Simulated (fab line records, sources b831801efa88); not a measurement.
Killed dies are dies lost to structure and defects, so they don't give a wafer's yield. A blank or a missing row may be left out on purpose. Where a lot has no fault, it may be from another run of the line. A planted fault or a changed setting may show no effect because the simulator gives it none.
Problem report, 8D (eight disciplines) form, completed by code	flow sky130	the parts of the form that need people (team, actions taken, sign-off) are left out

## 1. WHAT IS WRONG
Wafers without a fault read 19.999, standard deviation 0.0061; beam_energy_keV at SKY_SD_N_IMPLANT_10 reads a mean of 21.144 on 6 wafers belonging to 2 lots. So: +99 or more standard deviations from the usual mean.
Seen first at day 33 23:49 on implanter-03, wafer L550.2. The record holds 39 wafers of 13 lots with a number at this step. The rule behind "out" and "out of limits": a value lying over 4 standard deviations away from the usual mean. Any other wafer with a number is counted as sound.

## 2. WHAT IT IS AND WHAT IT IS NOT
question	is	is not
which readings at this step	beam_energy_keV	faraday_current_uA
which lots	L550, L551	L533, L534, L535, L537, L538, L539, L540, L541, L553, L555, L556
which wafers of those lots	all that have a number	-
read on which tools	implanter-03	implanter-01, implanter-04
when	from day 33 23:49	up to then (24 sound wafers); but 9 sound wafers of L553, L555, L556 came after

## 3. SUSPECTS, AND WHAT RULES EACH OUT
Counting: a tool at a process step up to the reading stays a suspect if it ran every lot that is out and no sound lot after the first of them.
- implanter-03 at SKY_SD_N_IMPLANT_10: kept. It ran every lot that is out, first L550 (day 33 23:49), and no sound lot after that; its last sound lot up to then is L540 (day 30 04:18). On those wafers its own readings are out: beam_energy_keV.
After counting, what remains is implanter-03 at SKY_SD_N_IMPLANT_10.

## 4. THE CAUSE (what the simulator had put in)
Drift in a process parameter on implanter-03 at SKY_SD_N_IMPLANT_10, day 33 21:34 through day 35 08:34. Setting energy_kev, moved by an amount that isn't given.
After counting, this tool was the only one left.

## 5. THE EFFECT CHAIN, in route order
Rows list readings where the struck wafers' mean (over those with a number) sits beyond 3 standard deviations from the usual. Readings are gone through only where the record gives a usual standard deviation; hours: the median, over the lots, of the time from a lot's start at the first step in this table giving one to that lot's start at this step; sigmas: the change measured in usual standard deviations.
hours	step	reading	usual	on struck wafers	change	sigmas
0	SKY_SD_N_IMPLANT_10	beam_energy_keV	19.999	21.144	+1.145	+99 or more
Its process steps:
- SKY_SD_N_IMPLANT_10
At these later measuring or inspecting steps, every struck wafer for which the step has a row has a number for every such reading, and none has moved that far: SKY_SD_N_RS_MEAS_17.

## 6. WHAT WOULD HAVE CAUGHT IT SOONER
In this record no reading fell out of limits until day 33 23:49, 2 hours after the fault had begun at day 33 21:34.
